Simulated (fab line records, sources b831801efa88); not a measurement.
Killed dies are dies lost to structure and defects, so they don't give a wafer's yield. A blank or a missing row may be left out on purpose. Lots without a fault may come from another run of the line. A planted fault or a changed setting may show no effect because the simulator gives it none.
Chamber matching | flow sky130 | SKY_LI_CONTACT_ETCH_15 on rie_diel-01: 4 sister chambers
The step etches PSG in C4F8/O2/Ar, stops on Si, target depth 600 nm. 8 wafers are shown with their chamber, then 8 later ones without.

WAFERS WITH THEIR CHAMBER
wafer  | chamber | oes_product_au (a.u.)
L958.6 | 1       | 0.831
L961.6 | 2       | 0.839
L962.1 | 0       | 0.836
L962.4 | 2       | 0.833
L964.1 | 3       | 0.829
L964.3 | 1       | 0.838
L964.6 | 0       | 0.841
L975.2 | 3       | 0.841

WAFERS WITHOUT THEIR CHAMBER
wafer  | oes_product_au (a.u.)
L975.4 | 0.836
L975.5 | 0.835
L977.3 | 0.831
L977.5 | 0.836
L977.6 | 0.839
L978.1 | 0.834
L978.4 | 0.839
L978.6 | 0.843

WHICH CHAMBER EACH WENT THROUGH
wafer  | from the rows above               | in truth
L975.4 | can't be placed: 2 or 3 or 1 or 0 | 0
L975.5 | can't be placed: 3 or 1 or 2 or 0 | 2
L977.3 | can't be placed: 1 or 3 or 2 or 0 | 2
L977.5 | can't be placed: 2 or 3 or 1 or 0 | 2
L977.6 | can't be placed: 0 or 2 or 3 or 1 | 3
L978.1 | can't be placed: 1 or 3 or 2 or 0 | 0
L978.4 | can't be placed: 0 or 2 or 3 or 1 | 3
L978.6 | can't be placed: 0 or 2 or 3 or 1 | 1
Placed correctly: 0 of 8. Can't be placed from these rows: 8 (the true chamber is among the candidates in 8). Placed wrongly: 0.
How it was worked out, from the rows above alone: a wafer's distance from a chamber is the root of the sum, over the readings, of the square of ((its reading less the chamber's mean) divided by the reading's scatter). The wafer belongs to the nearest chamber; if the next one is less than 2 further off, it can't be placed. A chamber's mean is the mean of its shown wafers. The scatter: the root of (the sum of the squares of (reading less its chamber's mean) over the shown wafers, divided by (wafers less chambers)).
